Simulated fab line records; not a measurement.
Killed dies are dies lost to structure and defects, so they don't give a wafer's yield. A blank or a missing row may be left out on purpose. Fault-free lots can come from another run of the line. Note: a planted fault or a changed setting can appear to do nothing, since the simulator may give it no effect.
Which of the tools did it? | flow gf180mcu | 6 lots with 18 wafers sampled at 4 steps, on a route of 602 steps

WHAT THE GAUGES READ, wafer by wafer
GF_PASSIVATION_THK_MEAS_03.
lot  | measured     | on            | PASSIVATION_CVD_02_THK (nm)
L794 | day 28 10:40 | film metro-03 | 689 695 709
L797 | day 29 08:27 | film metro-02 | 693 698 699
L800 | day 30 10:29 | film metro-03 | 690 711 708
L802 | day 31 00:53 | film metro-01 | 697 681 711
L806 | day 31 23:35 | film metro-03 | 690 688 697
L815 | day 34 04:13 | film metro-01 | 690 701 705

EACH LOT AND THE TOOL THAT RAN IT (in order: tool; ch and the chambers of the sampled wafers; start)
lot  | GF_MIM_SPUTTER_01            | GF_V5_STRIP_18                       | GF_PASSIVATION_CVD_00
L794 | pvd sputter-02, day 24 19:33 | plasma asher-01 ch 0,1, day 27 11:50 | pecvd-03 ch 0,2, day 28 10:14
L797 | pvd sputter-02, day 25 19:13 | plasma asher-04 ch 0,1, day 28 10:34 | pecvd-02 ch 1,2, day 29 08:01
L800 | pvd sputter-02, day 26 23:13 | plasma asher-01 ch 0,1, day 29 13:02 | pecvd-02 ch 1,2, day 30 10:03
L802 | pvd sputter-02, day 27 15:15 | plasma asher-01 ch 0,1, day 30 04:10 | pecvd-02 ch 0,1, day 31 00:28
L806 | pvd sputter-02, day 28 16:31 | plasma asher-03 ch 1, day 31 03:02   | pecvd-01 ch 1,2, day 31 23:10
L815 | pvd sputter-03, day 31 05:28 | plasma asher-04 ch 0,1, day 33 10:01 | pecvd-03 ch 0,1, day 34 03:47
- GF_MIM_SPUTTER_01: material TiN, target thk 30 nm, time 25 s.
- GF_V5_STRIP_18: strips in O2/N2.
- GF_PASSIVATION_CVD_00: deposits SiO2 from TEOS, target thk 1000 nm, time 111.95 s.

THE ANSWER, worked out from the rows above alone
Rule: the lots themselves supply what counts as usual. The widest of any qualifying gaps counts: lots, ordered by their means at a reading, are off when they make up no more than a third of the lots, leave a main group of 4 or more, and stand apart from it by 3 or more times the standard deviation of that group's means. The tables above print the reading to a certain number of digits; a main group whose means all agree to those digits is not used. A lot without any number at a reading at which 4 lots or more have one is off too. Any other lot the step has rows for is counted as sound.
None of the lots is off at any reading shown; this tells nothing.

WHAT WAS PUT IN BY THE SIMULATOR
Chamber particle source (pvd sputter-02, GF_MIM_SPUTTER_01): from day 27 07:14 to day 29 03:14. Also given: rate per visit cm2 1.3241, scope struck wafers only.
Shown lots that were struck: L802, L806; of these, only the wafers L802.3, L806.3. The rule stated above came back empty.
